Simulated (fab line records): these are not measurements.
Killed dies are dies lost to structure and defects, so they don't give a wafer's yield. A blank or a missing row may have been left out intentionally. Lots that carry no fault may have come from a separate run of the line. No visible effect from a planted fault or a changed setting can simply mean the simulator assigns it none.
Matching of chambers -- flow sky130 -- 3 sister chambers for SKY_PASSIVATION_CVD_02 on pecvd-02
The step deposits Si3N4, target thk 540 nm. 3 wafers are shown with their chamber, then 7 later ones without.

== WAFERS PAIRED WITH THEIR CHAMBERS ==
wafer,chamber,heater_power_w (W)
L914.6,2,517
L927.2,0,634
L927.3,1,729

== WAFERS MISSING THEIR CHAMBER ==
wafer,heater_power_w (W)
L927.6,633
L928.2,605
L928.4,588
L928.6,625
L929.1,688
L929.3,683
L929.4,549

== THE CHAMBER EACH PASSED THROUGH ==
wafer,from the rows above,in truth
L927.6,0,0
L928.2,can't be placed: 0 or 2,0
L928.4,can't be placed: 0 or 2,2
L928.6,0,0
L929.1,can't be placed: 1 or 0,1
L929.3,can't be placed: 1 or 0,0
L929.4,can't be placed: 2 or 0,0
2 of 7 placed correctly. Cannot be placed on the basis of these rows: 5; the candidates contain the true chamber in 5. Number placed wrongly: 0.
How it was worked out, from the rows above alone: a wafer's distance from a chamber is the root of the sum, over the readings, of the square of ((its reading less the chamber's mean) divided by the reading's scatter). The wafer belongs to the nearest chamber; if the next one is less than 2 further off, it can't be placed. A chamber's mean is the mean of its shown wafers. The scatter: root of mean squared gap, hidden wafer to nearest shown wafer, with one shown wafer a chamber.
